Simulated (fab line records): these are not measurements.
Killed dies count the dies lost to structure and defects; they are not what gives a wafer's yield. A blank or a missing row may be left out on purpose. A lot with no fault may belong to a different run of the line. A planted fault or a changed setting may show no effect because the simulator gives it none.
The tool behind it: which one? ; flow gf180mcu ; 11 lots, 33 wafers sampled, at 4 steps of a route of 602

== WHAT THE GAUGES READ, wafer by wafer ==
GF_HV_LDD_CD_MEAS_46: target cd 400 nm.
lot;measured;on;cd-nm (nm)
L368;day 12 12:55;cd-sem-02;400.4 401.6 399.5
L370;day 13 09:02;cd-sem-02;398.2 400.4 398.2
L371;day 14 03:58;cd-sem-01;402.0 401.4 400.2
L372;day 14 14:08;cd-sem-02;398.9 398.6 396.7
L375;day 15 13:01;cd-sem-02;397.4 398.4 397.3
L376;day 15 17:19;cd-sem-01;402.8 404.9 400.7
L381;day 17 04:26;cd-sem-02;616.6 614.7 618.0
L385;day 18 10:41;cd-sem-01;403.5 401.8 403.7
L387;day 19 04:47;cd-sem-01;397.1 395.7 393.0
L389;day 19 18:42;cd-sem-02;400.3 398.7 399.9
L390;day 20 14:58;cd-sem-01;403.6 401.6 400.7

GF_HV_LDD_OVL_MEAS_47.
lot;measured;on;HV_LDD_03_OVL (nm)
L368;day 12 13:01;overlay-01;-2.0 -2.0 0.6
L370;day 13 09:10;overlay-01;-0.7 -1.4 -1.7
L371;day 14 04:05;overlay-01;0.9 -2.1 -1.9
L372;day 14 14:16;overlay-01;-2.2 -2.8 -3.6
L375;day 15 13:07;overlay-01;-4.1 -2.8 -0.9
L376;day 15 17:25;overlay-01;-1.0 -1.2 -2.3
L381;day 17 04:34;overlay-02;0.0 0.1 0.2
L385;day 18 10:46;overlay-01;-2.4 -3.2 -2.1
L387;day 19 04:55;overlay-02;-0.7 0.0 -0.2
L389;day 19 18:48;overlay-01;-0.8 -2.2 -2.0
L390;day 20 15:04;overlay-02;-0.1 -1.0 1.1

== EACH LOT AND THE TOOL THAT RAN IT (in order: tool; ch and the chambers of the sampled wafers; start) ==
lot;GF_DUAL_GATE_STRIP_13;GF_HV_LDD_COAT_41
L368;plasma-asher-04 ch 0,1, day 8 13:53;litho-track-01 ch 0, day 12 03:26
L370;plasma-asher-02 ch 0,1, day 9 05:31;litho-track-03 ch 0, day 12 22:35
L371;plasma-asher-01 ch 0,1, day 9 19:17;litho-track-03 ch 0, day 13 17:23
L372;plasma-asher-01 ch 0,1, day 10 02:42;litho-track-03 ch 0, day 14 03:35
L375;plasma-asher-02 ch 0,1, day 10 20:14;litho-track-04 ch 0, day 15 02:04
L376;plasma-asher-01 ch 0,1, day 11 04:32;litho-track-04 ch 0, day 15 06:34
L381;plasma-asher-04 ch 0,1, day 12 11:21;litho-track-04 ch 0, day 16 17:01
L385;plasma-asher-01 ch 0,1, day 13 15:58;litho-track-03 ch 0, day 17 22:41
L387;plasma-asher-04 ch 0,1, day 14 05:48;litho-track-01 ch 0, day 18 16:08
L389;plasma-asher-04 ch 0,1, day 14 16:43;litho-track-03 ch 0, day 19 06:39
L390;plasma-asher-01 ch 0,1, day 15 12:28;litho-track-01 ch 0, day 20 02:05
- GF_DUAL_GATE_STRIP_13: strips in O2/N2.
- GF_HV_LDD_COAT_41: resist thk 1000 nm.

== AS READ BY THE TOOLS THEMSELVES (means over the sampled wafers that have a number; for cases with no such wafer, the mark the record gives instead) ==
GF_DUAL_GATE_STRIP_13.
lot;tool;drypump-motor-current-A (A);heater-power-w (W);oes-product-au (a.u.);strip-time-to-endpoint-s (s)
L368;plasma-asher-04;5.8;341;0.715;12.66
L370;plasma-asher-02;5.9;337;0.716;12.59
L371;plasma-asher-01;6.0;335;0.714;12.61
L372;plasma-asher-01;6.0;329;0.717;12.59
L375;plasma-asher-02;5.9;345;0.716;12.62
L376;plasma-asher-01;6.0;331;0.714;12.60
L381;plasma-asher-04;5.8;348;0.715;12.61
L385;plasma-asher-01;6.0;330;0.719;12.65
L387;plasma-asher-04;5.8;353;0.715;12.65
L389;plasma-asher-04;5.8;352;0.713;12.65
L390;plasma-asher-01;6.0;330;0.719;12.61

GF_HV_LDD_COAT_41.
lot;tool;resist-line-temp-C (C);spin-speed-rpm (rpm)
L368;litho-track-01;23.04;3000.0
L370;litho-track-03;23.21;2999.0
L371;litho-track-03;23.08;3000.1
L372;litho-track-03;23.00;3001.8
L375;litho-track-04;23.06;3000.6
L376;litho-track-04;23.03;2999.9
L381;litho-track-04;22.99;2999.2
L385;litho-track-03;22.92;2999.1
L387;litho-track-01;22.86;3001.1
L389;litho-track-03;23.10;2998.4
L390;litho-track-01;23.09;3000.7

== THE ANSWER, worked out from the rows above alone ==
Rule: the lots themselves supply what counts as usual. The widest of any qualifying gaps counts: lots, ordered by their means at a reading, are off when they make up no more than a third of the lots, leave a main group of 4 or more, and stand apart from it by 3 or more times the standard deviation of that group's means. If all means in a main group match to the digits the tables above print for the reading, that group is not used. A lot without any number at a reading at which 4 lots or more have one is off too. All remaining lots with rows at the step are treated as sound. First the gauges in route order, then the tools' own readings, where a lot's mean is used as printed above. The first step at which some lot is off is used, and at that step the reading that is off furthest; a lot without a number counts as furthest.
Off at GF_HV_LDD_CD_MEAS_46 (cd-nm): L381. The main group has a mean of 399.9 nm with a standard deviation of 2.3.
A tool fits if, at a process step before that reading, it ran every lot that is off, and no sound lot after the first of them. The gauges at GF_HV_LDD_CD_MEAS_46 are tried like those tools. One candidate fits, namely litho-track-04 at GF_HV_LDD_COAT_41. A fault onset in the window from L376 (day 15 06:34, its last sound lot) to L381 (day 16 17:01, its first lot off) fits.

== WHAT THE SIMULATOR PUT IN ==
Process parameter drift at GF_HV_LDD_COAT_41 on litho-track-04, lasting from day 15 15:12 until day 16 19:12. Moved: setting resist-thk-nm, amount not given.
Shown lots that were struck: L381. The rule above found the same.
